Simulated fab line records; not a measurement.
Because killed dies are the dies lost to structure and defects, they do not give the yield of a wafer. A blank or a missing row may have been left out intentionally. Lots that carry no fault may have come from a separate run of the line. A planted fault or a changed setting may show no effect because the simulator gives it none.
Matching of chambers -- flow sky130 -- 3 sister chambers for SKY_CONTACT_CVD_00 on pecvd-03
The step deposits Si3N4, target thk 75 nm. 6 wafers are shown with their chamber, then 10 later ones without.

WAFERS, EACH WITH ITS CHAMBER
wafer,chamber,heaterPowerW (W)
L077.4,1,796
L081.6,1,697
L087.4,2,738
L087.6,0,718
L088.2,2,623
L088.3,0,913

WAFERS WHOSE CHAMBER IS MISSING
wafer,heaterPowerW (W)
L088.6,822
L092.1,836
L092.4,684
L092.6,878
L095.4,673
L095.5,775
L095.6,718
L097.2,832
L097.3,719
L097.6,725

EACH ONE'S CHAMBER
wafer,from the rows above,in truth
L088.6,can't be placed: 0 or 1 or 2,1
L092.1,can't be placed: 0 or 1 or 2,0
L092.4,can't be placed: 2 or 1 or 0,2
L092.6,can't be placed: 0 or 1 or 2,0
L095.4,can't be placed: 2 or 1 or 0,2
L095.5,can't be placed: 1 or 0 or 2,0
L095.6,can't be placed: 1 or 2 or 0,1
L097.2,can't be placed: 0 or 1 or 2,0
L097.3,can't be placed: 1 or 2 or 0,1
L097.6,can't be placed: 1 or 2 or 0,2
0 of 10 placed correctly. Cannot be placed on the basis of these rows: 10; the candidates contain the true chamber in 10. Placed wrongly: 0.
How it was worked out, from the rows above alone: a wafer's distance from a chamber is the root of the sum, over the readings, of the square of ((its reading less the chamber's mean) divided by the reading's scatter). If the next closest chamber is less than 2 further off than the closest, the wafer can't be placed; otherwise it belongs to the closest. The mean given for a chamber averages the wafers shown for that chamber. The scatter is the square root of a quotient: the sum, over the shown wafers, of each reading's squared deviation from its chamber's mean, divided by wafers minus chambers.
